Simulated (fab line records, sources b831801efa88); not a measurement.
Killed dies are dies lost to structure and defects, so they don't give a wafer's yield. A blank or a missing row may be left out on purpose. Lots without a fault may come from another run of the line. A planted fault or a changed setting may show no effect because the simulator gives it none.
A struck lot beside a sound one | flow sky130 | 31 steps out of a route of 708
Sound: wafers L574.1, L574.4, L574.6. Struck: wafer L564.6. (L564.1, L564.3 of the same lot were not struck and are left out.) The cause comes at the end.
At each step with rows: each side's tool, then ch and its chambers, then its first start. Under that, the readings that differ: sound wafers | struck wafers | difference of the means | sigmas: that difference in standard deviations of wafers without a fault.
alike: readings whose means differ by less than 2 such deviations, and words and numbers that are the same on both sides. not compared: withheld readings, readings that some wafer has no value for, bounds like >300 that may hide the same value, and numbers for which the record gives no deviation and whose values overlap.
The two part at a step that has a row with sigmas, a row that says differs or no value, or rows on one side only. Numbers that don't overlap but have no deviation are shown without sigmas and don't part them. A reading that every wafer of one side lacks parts them only if that side has two wafers or more.

first, 1 step without rows for these wafers: SKY_CONTACT_ETCH_18 (etches Si3N4 in CHF3/O2, stops on TiN, time 39 s, target depth 75 nm).
SKY_CONTACT_STRIP_19: strips in O2/N2.
  sound on plasma_asher-02 ch 0, day 37 17:26; struck on plasma_asher-02 ch 1, day 34 10:27
  alike: drypump_motor_current_A, oes_product_au, strip_time_to_endpoint_s
  not compared: rf_hours_counter_h
then, 3 steps without rows for these wafers: SKY_CONTACT_STRIP_20 (strips in post etch residue remover, time 1200 s); SKY_CONTACT_CLEAN_21 (cleans in IPA, time 180 s); SKY_CONTACT_CLEAN_22 (cleans in O3/DIW).
SKY_CONTACT_SPUTTER_23: material TiN, target thk 20 nm, time 80 s.
  sound on pvd_sputter-01, day 37 18:01; struck on pvd_sputter-01, day 34 11:04
  alike: throttle_valve_pct
then, 1 step without rows for these wafers: SKY_CONTACT_CVD_24 (deposits W, target thk 340 nm, time 102.12 s).
SKY_CONTACT_RS_MEAS_25: measures by four-point-probe.
  sound on film_metro-02, day 37 18:11; struck on film_metro-02, day 34 11:14
  alike: CONTACT_W_RS
SKY_CONTACT_THK_MEAS_26: measures by xrf.
  sound on film_metro-02, day 37 18:19; struck on film_metro-02, day 34 11:22
  alike: CONTACT_W_THK
SKY_CONTACT_CMP_27: polishes, stops on SiO2, t overpolish 15 s, target thk 0 nm.
  sound on cmp-01 ch 0,2,3, day 37 18:22; struck on cmp-01 ch 3, day 34 11:28
  alike: motor_current_A, overpolish_run_s, time_to_endpoint_s
then, 1 step without rows for these wafers: SKY_METAL1_SPUTTER_00 (material Ti, target thk 15 nm, time 10 s).
SKY_METAL1_SPUTTER_01: material TiN, target thk 20 nm, time 16.7 s.
  sound on pvd_sputter-03, day 37 18:42; struck on pvd_sputter-03, day 34 11:45
  alike: throttle_valve_pct
SKY_METAL1_SPUTTER_02: material AlCu, target thk 250 nm, time 13.3 s.
  sound on pvd_sputter-03, day 37 18:43; struck on pvd_sputter-03, day 34 11:46
  reading                                     | sound             | struck | difference | sigmas
  model.AlCu_of_METAL1_SPUTTER_02.thk_nm (nm) | 252.7 253.5 253.2 | 347.1  | +94.0      |
  alike: throttle_valve_pct
then, 1 step without rows for these wafers: SKY_METAL1_SPUTTER_03 (material Ti, target thk 5 nm, time 3.3 s).
SKY_METAL1_SPUTTER_04: material TiN, target thk 70 nm, time 58.3 s.
  sound on pvd_sputter-03, day 37 18:46; struck on pvd_sputter-03, day 34 11:49
  alike: throttle_valve_pct
SKY_METAL1_RS_MEAS_05: measures by four-point-probe.
  sound on film_metro-02, day 37 18:52; struck on film_metro-02, day 34 12:09
  reading                 | sound                | struck | difference | sigmas
  METAL1_ALCU_RS (ohm/sq) | 0.1251 0.1249 0.1251 | 0.0905 | -0.0345    | -23
  not compared: hold
SKY_METAL1_THK_MEAS_06: measures by xrf.
  sound on film_metro-02, day 37 18:59; struck on film_metro-02, day 34 15:26
  reading              | sound       | struck | difference | sigmas
  METAL1_ALCU_THK (nm) | 248 249 249 | 341    | +92        | +29
  not compared: hold
then, 7 steps without rows for these wafers: SKY_METAL1_HMDS_08 (prime time 60 s); SKY_METAL1_COAT_09 (resist thk 60 nm); SKY_METAL1_COAT_10 (resist thk 450 nm); SKY_METAL1_SOFTBAKE_11 (time 90 s); SKY_METAL1_EXPOSE_12 (exposes mask MM1, target cd 140 nm); SKY_METAL1_PEB_13; SKY_METAL1_DEVELOP_14 (develop time 60 s).
SKY_METAL1_CD_MEAS_15: target cd 140 nm.
  sound on cd_sem-02, day 38 21:20; struck on cd_sem-01, day 35 14:58
  alike: cd_nm
SKY_METAL1_OVL_MEAS_16:
  sound on overlay-02, day 38 21:28; struck on overlay-01, day 35 15:05
  alike: METAL1_OVL
then, 2 steps without rows for these wafers: SKY_METAL1_DESCUM_17 (chemistry O2, time 8 s); SKY_METAL1_ETCH_18 (etches BARC in N2/H2, stops on SiO2, time 45.9 s, target depth 60 nm).
SKY_METAL1_METAL_ETCH_19: etches the open film in Cl2/BCl3, stops on SiO2, target depth 360 nm, time 78 s.
  sound on rie_metal-02 ch 1, day 38 21:35; struck on rie_metal-03 ch 1, day 35 15:13
  reading               | sound             | struck | difference | sigmas
  oes_product_au (a.u.) | 0.858 0.845 0.851 | 0.937  | +0.086     | +15
  alike: drypump_motor_current_A, throttle_valve_pct
  not compared: rf_hours_counter_h
then, 1 step without rows for these wafers: SKY_METAL1_STRIP_20 (strips in O2/N2).
-- the record jumps here: 12 days lie between the struck wafers' starts before and after (it left off in module METAL1 and takes up again in module PAD_OPEN, whose first step shown is number 708 of the route) --
SKY_PAD_OPEN_PROBE_99:
  sound on prober-02, day 50 02:50; struck on prober-02, day 47 22:59
  reading                      | sound                | struck  | difference | sigmas
  model.etest.met1.line_ohm_um | 0.8988 0.9382 0.9    | 0.6399  | -0.2724    |
  model.etest.met1.rs_ohm_sq   | 0.1273 0.1273 0.1267 | 0.09087 | -0.03623   |
  alike: defect_limited_yield, killed_at_M0_to_M3, killed_at_M4_up, killed_at_contacts, killed_at_front_end, killed_at_other, killed_dies, killed_open, killed_short, sort_bin_3_pad_short, sort_bin_5_function, sort_bin_6_memory, sort_n_pass, sort_yield_pct

WHERE THEY PART
First at SKY_METAL1_RS_MEAS_05; last, within this record, at SKY_METAL1_METAL_ETCH_19. Later steps at which nothing parts them and some readings are alike: SKY_PAD_OPEN_PROBE_99.

WHY: what the simulator had put in
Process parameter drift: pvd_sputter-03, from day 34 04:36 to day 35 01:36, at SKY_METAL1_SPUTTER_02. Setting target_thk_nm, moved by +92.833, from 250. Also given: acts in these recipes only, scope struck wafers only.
